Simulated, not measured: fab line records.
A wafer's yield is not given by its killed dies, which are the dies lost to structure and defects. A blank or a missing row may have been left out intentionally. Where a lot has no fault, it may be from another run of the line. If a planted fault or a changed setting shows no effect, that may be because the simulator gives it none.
Matching of chambers || flow sky130 || SKY_CAPM_CVD_00 on pecvd-01: 3 sister chambers
The step deposits SiO2, target thk 15.5 nm. 6 wafers are shown with their chamber, then 11 later ones without.

## WAFERS PAIRED WITH THEIR CHAMBERS
{"wafer": "L083.5", "chamber": 1, "heater power outer w (W)": 448, "heater power w (W)": 741}
{"wafer": "L084.1", "chamber": 1, "heater power outer w (W)": 379, "heater power w (W)": 633}
{"wafer": "L085.1", "chamber": 0, "heater power outer w (W)": 476, "heater power w (W)": 747}
{"wafer": "L085.4", "chamber": 2, "heater power outer w (W)": 398, "heater power w (W)": 668}
{"wafer": "L085.5", "chamber": 0, "heater power outer w (W)": 455, "heater power w (W)": 766}
{"wafer": "L087.1", "chamber": 2, "heater power outer w (W)": 447, "heater power w (W)": 772}

## WAFERS WITH NO CHAMBER GIVEN
{"wafer": "L087.2", "heater power outer w (W)": 434, "heater power w (W)": 713}
{"wafer": "L087.3", "heater power outer w (W)": 456, "heater power w (W)": 735}
{"wafer": "L089.1", "heater power outer w (W)": 403, "heater power w (W)": 711}
{"wafer": "L089.2", "heater power outer w (W)": 431, "heater power w (W)": 705}
{"wafer": "L089.4", "heater power outer w (W)": 442, "heater power w (W)": 715}
{"wafer": "L096.2", "heater power outer w (W)": 350, "heater power w (W)": 601}
{"wafer": "L096.3", "heater power outer w (W)": 405, "heater power w (W)": 658}
{"wafer": "L096.5", "heater power outer w (W)": 403, "heater power w (W)": 681}
{"wafer": "L097.1", "heater power outer w (W)": 447, "heater power w (W)": 730}
{"wafer": "L097.5", "heater power outer w (W)": 412, "heater power w (W)": 676}
{"wafer": "L097.6", "heater power outer w (W)": 456, "heater power w (W)": 757}

## CHAMBER TAKEN BY EACH
{"wafer": "L087.2", "from the rows above": "can't be placed: 2 or 1 or 0", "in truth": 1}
{"wafer": "L087.3", "from the rows above": "can't be placed: 0 or 2 or 1", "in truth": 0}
{"wafer": "L089.1", "from the rows above": "can't be placed: 1 or 2 or 0", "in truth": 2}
{"wafer": "L089.2", "from the rows above": "can't be placed: 2 or 1 or 0", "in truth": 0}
{"wafer": "L089.4", "from the rows above": "can't be placed: 2 or 1 or 0", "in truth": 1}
{"wafer": "L096.2", "from the rows above": "can't be placed: 1 or 2 or 0", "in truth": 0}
{"wafer": "L096.3", "from the rows above": "can't be placed: 1 or 2 or 0", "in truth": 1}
{"wafer": "L096.5", "from the rows above": "can't be placed: 1 or 2 or 0", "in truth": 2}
{"wafer": "L097.1", "from the rows above": "can't be placed: 0 or 2 or 1", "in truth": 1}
{"wafer": "L097.5", "from the rows above": "can't be placed: 1 or 2 or 0", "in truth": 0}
{"wafer": "L097.6", "from the rows above": "can't be placed: 0 or 2 or 1", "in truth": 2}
Correct placement for 0 of the 11. From these rows, 11 cannot be placed; in 11 the true chamber is one of the candidates. Placed wrongly: 0.
How it was worked out, from the rows above alone: a wafer's distance from a chamber is the root of the sum, over the readings, of the square of ((its reading less the chamber's mean) divided by the reading's scatter). The wafer belongs to the nearest chamber; if the next one is less than 2 further off, it can't be placed. The mean given for a chamber averages the wafers shown for that chamber. The scatter: the root of (the sum of the squares of (reading less its chamber's mean) over the shown wafers, divided by (wafers less chambers)).
